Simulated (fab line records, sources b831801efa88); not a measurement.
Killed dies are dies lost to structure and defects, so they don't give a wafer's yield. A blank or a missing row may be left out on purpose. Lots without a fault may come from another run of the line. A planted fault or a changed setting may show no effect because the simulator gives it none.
Which tool did it? | flow sky130 | 11 lots, 33 wafers sampled, at 1 step of a route of 708

WHAT THE GAUGES READ, wafer by wafer
SKY_VIA3_CD_MEAS_12: target cd 200 nm. Usual: cd_nm 199.8 nm, standard deviation 1.4.
lot  | measured     | on        | cd_nm (nm)        | flag
L225 | day 40 05:14 | cd_sem-02 | 200.4 199.6 197.2 |
L226 | day 40 05:17 | cd_sem-01 | 199.2 198.5 199.3 |
L227 | day 40 15:54 | cd_sem-02 | 198.4 198.9 200.5 |
L228 | day 40 16:59 | cd_sem-02 | 199.5 199.7 200.5 |
L236 | day 43 13:41 | cd_sem-02 | 199.7 199.1 199.6 |
L239 | day 44 08:41 | cd_sem-02 | 201.7 201.6 200.9 |
L238 | day 44 11:20 | cd_sem-01 | 197.3 199.9 198.0 |
L242 | day 45 05:44 | cd_sem-01 | 199.4 199.6 198.8 |
L244 | day 45 11:37 | cd_sem-02 | 199.6 200.5 199.3 |
L245 | day 45 12:05 | cd_sem-02 | 201.3 200.5 201.1 |
L247 | day 46 07:45 | cd_sem-02 | 197.3 198.0 197.7 |

WHICH TOOL RAN EACH LOT (tool, then ch and the chambers of the sampled wafers, then the start)
The record holds no process step before these readings.

WHAT THE TOOLS THEMSELVES READ (means of the sampled wafers that have a number; where no wafer has one, the mark that the record gives instead)
The record holds no such reading with a usual standard deviation.

THE ANSWER, worked out from the rows above alone
Rule: a lot is off if the mean of its wafers that have a number lies more than 3 standard deviations from the usual mean. A lot without any number at a reading at which 4 lots or more have one is off too. The other lots that the step has rows for count as sound. The gauges are gone through in route order, then the tools' own readings, and for those a lot's mean is taken as printed above. The first step at which some lot is off is used, and at that step the reading that is off furthest; a lot without a number counts as furthest.
No lot is off at any reading shown: from this, nothing can be told.

WHAT THE SIMULATOR HAD PUT IN
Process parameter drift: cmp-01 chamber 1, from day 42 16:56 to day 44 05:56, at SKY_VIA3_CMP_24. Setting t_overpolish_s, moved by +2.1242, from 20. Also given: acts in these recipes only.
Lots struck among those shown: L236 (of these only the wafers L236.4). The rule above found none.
